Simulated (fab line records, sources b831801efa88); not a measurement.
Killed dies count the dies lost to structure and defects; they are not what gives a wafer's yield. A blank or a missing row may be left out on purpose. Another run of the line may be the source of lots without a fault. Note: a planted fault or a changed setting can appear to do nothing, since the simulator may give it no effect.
fab line records	flow sky130
record: lots: 5	wafers: 23
route steps=708 shown METAL5@663
start_h: hours from the record's opening day to when the first of the lot's shown wafers began	wait_h: how many hours have passed since the lot's step before this one	" identical to the entry in the row above	L1.1+2: a row that stands for several wafers	- no value, or no start given	* or withheld: withheld	< > ~ a bound
route shown NAME@n: NAME is a module with steps in the file, n the number in the route of the first one	usual: average and standard deviation across the fault-free wafers	same: alike in all rows	chamber/n: place in a boat	sites: per-site readings	_std_site: the standard deviation of these	_edge_site: inner sites' mean taken away from outer sites' mean	radius_mm: how far each site lies from the wafer's centre	mask NAME#n: copy n	behind: the tool/chamber that last shaped the wafer	hold: why the lot went on hold/how many hours it stayed there/how the hold came to an end	device: names the non-switching transistor (n, p or np)	end of line: at the end of the route, the tests of the same wafers	step lacking rows: just its recipe	killed: dies lost to structure and defects at the first sort, not the wafer's yield	map: a wafer's dies, x killed, . not, _ none there
set.NAME: the setting that was run; set.NAME@STEP: the one run at that earlier step	model.NAME: the simulator's own value behind a step, which no gauge read
lots whose settings were changed on purpose; a table a step, a row a wafer
== steps ==
step: SKY_METAL5_SPUTTER_02
recipe: material: AlCu	target_thk_nm: 1150	power_w: 10600	time_s: 61.2	chamber_pressure_pa: 0.4
lot.wafer	tool	chamber	start_h	wait_h	set.time_s	model.AlCu_of_METAL5_SPUTTER_02.thk_nm
L074.1	pvd_sputter-01	-	1034.47	0.0	61.2	1159
L074.3	"	-	"	"	56.98	1098
L074.4	"	-	"	"	61.2	1152
L074.5	"	-	"	"	61.2	1157
L074.6	"	-	"	"	56.98	1088
L079.4	pvd_sputter-04	-	1038.97	0.0	61.2	1158
L079.5	"	-	"	"	61.2	1134
L079.6	"	-	"	"	61.2	1149
L082.1	pvd_sputter-04	-	1053.46	0.0	70.25	1297
L082.2	"	-	"	"	61.2	1151
L082.4	"	-	"	"	61.2	1145
L082.5	"	-	"	"	70.25	1289
L082.6	"	-	"	"	70.25	1323
L083.1	pvd_sputter-01	-	1055.04	0.0	61.2	1150
L083.2	"	-	"	"	61.2	1162
L083.3	"	-	"	"	57.06	1079
L083.4	"	-	"	"	57.06	1069
L083.5	"	-	"	"	61.2	1168
L084.1	pvd_sputter-04	-	1060.86	0.0	67.62	1297
L084.2	"	-	"	"	61.2	1163
L084.3	"	-	"	"	61.2	1144
L084.5	"	-	"	"	67.62	1269
L084.6	"	-	"	"	61.2	1154
step: SKY_METAL5_SPUTTER_03
recipe: material: Ti	target_thk_nm: 5	power_w: 3000	time_s: 3.3	chamber_pressure_pa: 0.4
step: SKY_METAL5_SPUTTER_04
recipe: material: TiN	target_thk_nm: 70	power_w: 6500	time_s: 58.3	chamber_pressure_pa: 0.4
step: SKY_METAL5_RS_MEAS_05
recipe: thk_meas_gauge: four-point-probe	reads: TiN_of_METAL5_SPUTTER_04+Ti_of_METAL5_SPUTTER_03+AlCu_of_METAL5_SPUTTER_02+TiN_of_METAL5_SPUTTER_01+Ti_of_METAL5_SPUTTER_00
usual: METAL5_ALCU_RS: 0.0270/0.00037
lot.wafer	tool	chamber	start_h	wait_h	set.time_s@METAL5_SPUTTER_02	METAL5_ALCU_RS[ohm/sq]
L074.1	film_metro-04	-	1034.59	0.0	61.2	0.0269
L074.3	"	-	"	"	56.98	0.0284
L074.4	"	-	"	"	61.2	0.0271
L074.5	"	-	"	"	61.2	0.0269
L074.6	"	-	"	"	56.98	0.0287
L079.4	film_metro-02	-	1039.14	0.1	61.2	0.0268
L079.5	"	-	"	"	61.2	0.0274
L079.6	"	-	"	"	61.2	0.0270
L082.1	film_metro-04	-	1053.58	0.0	70.25	0.0240
L082.2	"	-	"	"	61.2	0.0271
L082.4	"	-	"	"	61.2	0.0272
L082.5	"	-	"	"	70.25	0.0242
L082.6	"	-	"	"	70.25	0.0235
L083.1	film_metro-01	-	1055.16	0.0	61.2	0.0270
L083.2	"	-	"	"	61.2	0.0267
L083.3	"	-	"	"	57.06	0.0288
L083.4	"	-	"	"	57.06	0.0291
L083.5	"	-	"	"	61.2	0.0266
L084.1	film_metro-01	-	1060.98	0.0	67.62	0.0240
L084.2	"	-	"	"	61.2	0.0267
L084.3	"	-	"	"	61.2	0.0272
L084.5	"	-	"	"	67.62	0.0245
L084.6	"	-	"	"	61.2	0.0270
step: SKY_METAL5_THK_MEAS_06
recipe: thk_meas_gauge: xrf	reads: AlCu_of_METAL5_SPUTTER_02
usual: METAL5_ALCU_THK: 1152/17
lot.wafer	tool	chamber	start_h	wait_h	set.time_s@METAL5_SPUTTER_02	METAL5_ALCU_THK[nm]
L074.1	film_metro-04	-	1034.71	0.1	61.2	1159
L074.3	"	-	"	"	56.98	1087
L074.4	"	-	"	"	61.2	1139
L074.5	"	-	"	"	61.2	1149
L074.6	"	-	"	"	56.98	1081
L079.4	film_metro-02	-	1039.23	0.1	61.2	1163
L079.5	"	-	"	"	61.2	1126
L079.6	"	-	"	"	61.2	1135
L082.1	film_metro-04	-	1053.70	0.1	70.25	1286
L082.2	"	-	"	"	61.2	1146
L082.4	"	-	"	"	61.2	1144
L082.5	"	-	"	"	70.25	1278
L082.6	"	-	"	"	70.25	1313
L083.1	film_metro-01	-	1055.28	0.1	61.2	1152
L083.2	"	-	"	"	61.2	1163
L083.3	"	-	"	"	57.06	1081
L083.4	"	-	"	"	57.06	1071
L083.5	"	-	"	"	61.2	1169
L084.1	film_metro-01	-	1061.10	0.1	67.62	1317
L084.2	"	-	"	"	61.2	1164
L084.3	"	-	"	"	61.2	1154
L084.5	"	-	"	"	67.62	1281
L084.6	"	-	"	"	61.2	1156
step: SKY_METAL5_METAL_ETCH_15
recipe: target_depth_a: 12600	stop_on: SiO2	over_etch_frac: 0.2	time_s: 252	chemistry: Cl2/BCl3	resist_sidewall_deg: 86	pressure_mtorr: 10	icp_w: 900	bias_w: 48.5	Cl2_flow_sccm: 60	bcl3_flow_sccm: 30
usual: oes_product_au: 0.895/0.0051
lot.wafer	tool	chamber	start_h	wait_h	set.icp_w	set.source_w@VIA4_ETCH_12	set.time_s@METAL5_SPUTTER_02	oes_product_au	model.NOVOLAK_of_METAL5_COAT_09.thk_nm
L074.1	rie_metal-01	1	1055.76	0.0	900	1452	61.2	0.897	-
L074.3	"	1	"	"	900	1452	56.98	0.876	-
L074.4	"	0	"	"	961.9	1452	61.2	0.900	964.5
L074.5	"	0	"	"	961.9	1500	61.2	0.898	972.9
L074.6	"	1	"	"	900	1500	56.98	0.876	-
L079.4	rie_metal-03	0	1060.15	0.1	900	1500	61.2	0.894	1039
L079.5	"	0	"	"	900	1500	61.2	0.889	1039
L079.6	"	1	"	"	900	1500	61.2	0.891	1036
L082.1	rie_metal-01	0	1074.46	0.0	860.5	1500	70.25	0.938	-
L082.2	"	1	"	"	860.5	1407	61.2	0.901	-
L082.4	"	1	"	"	900	1407	61.2	0.894	1001
L082.5	"	1	"	"	900	1500	70.25	0.948	-
L082.6	"	0	"	"	860.5	1407	70.25	0.948	-
L083.1	rie_metal-04	0	1076.47	0.0	900	1500	61.2	0.898	1046
L083.2	"	1	"	"	900	1500	61.2	0.889	-
L083.3	"	1	"	"	900	1500	57.06	0.869	-
L083.4	"	0	"	"	900	1562	57.06	0.871	-
L083.5	"	1	"	"	900	1562	61.2	0.901	-
L084.1	rie_metal-04	0	1081.91	0.0	958.9	1500	67.62	0.944	-
L084.2	"	1	"	"	900	1500	61.2	0.892	1029
L084.3	"	0	"	"	900	1617	61.2	0.888	1056
L084.5	"	1	"	"	958.9	1617	67.62	0.933	-
L084.6	"	0	"	"	958.9	1500	61.2	0.892	1010
step: SKY_METAL5_STRIP_16
recipe: chemistry: O2/N2	power_w: 1400	pressure_mtorr: 1500	platen_temp_c: withheld	o2_flow_sccm: 3000	n2_flow_sccm: 300	overash_fraction: 0.5
usual: strip_time_to_endpoint_s: 12.97/0.14
lot.wafer	tool	chamber	start_h	wait_h	set.icp_w@METAL5_METAL_ETCH_15	strip_time_to_endpoint_s
L074.1	plasma_asher-02	0	1056.00	0.2	900	12.87
L074.3	"	0	"	"	900	12.82
L074.4	"	1	"	"	961.9	12.33
L074.5	"	1	"	"	961.9	12.42
L074.6	"	0	"	"	900	12.86
L079.4	plasma_asher-01	0	1060.34	0.1	900	13.14
L079.5	"	1	"	"	900	13.13
L079.6	"	0	"	"	900	13.09
L082.1	plasma_asher-02	0	1074.70	0.2	860.5	13.28
L082.2	"	1	"	"	860.5	13.01
L082.4	"	0	"	"	900	12.74
L082.5	"	1	"	"	900	12.68
L082.6	"	0	"	"	860.5	13.20
L083.1	plasma_asher-01	0	1076.79	0.2	900	13.19
L083.2	"	1	"	"	900	12.97
L083.3	"	0	"	"	900	12.93
L083.4	"	1	"	"	900	13.21
L083.5	"	0	"	"	900	12.95
L084.1	plasma_asher-03	1	1082.15	0.2	958.9	12.82
L084.2	"	0	"	"	900	13.00
L084.3	"	0	"	"	900	13.31
L084.5	"	1	"	"	958.9	12.55
L084.6	"	0	"	"	958.9	12.79
== key ==
split: step: SKY_METAL5_SPUTTER_02	setting: time_s	stated: 61.2	by: wafer
response: step: SKY_METAL5_SPUTTER_02	reading: model.AlCu_of_METAL5_SPUTTER_02.thk_nm	change: +11.1	per: 1%	r: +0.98
response: step: SKY_METAL5_RS_MEAS_05	reading: METAL5_ALCU_RS	change: -0.000242	per: 1%	r: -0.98
response: step: SKY_METAL5_THK_MEAS_06	reading: METAL5_ALCU_THK	change: +11.1	per: 1%	r: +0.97
response: step: SKY_METAL5_METAL_ETCH_15	reading: oes_product_au	change: +0.00361	per: 1%	r: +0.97
split: step: SKY_METAL5_METAL_ETCH_15	setting: icp_w	stated: 900	by: wafer
response: step: SKY_METAL5_STRIP_16	reading: strip_time_to_endpoint_s	change: *	per: 1%	r: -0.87
response: step: SKY_METAL5_METAL_ETCH_15	reading: model.NOVOLAK_of_METAL5_COAT_09.thk_nm	slope: -2.99	per: 1%	together_with: source_w@VIA4_ETCH_12	explained: 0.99
split outside_this_file step=SKY_VIA4_ETCH_12 setting=source_w
split outside_this_file: this setting was split too, and the file shows its column; the key of that split is in another file
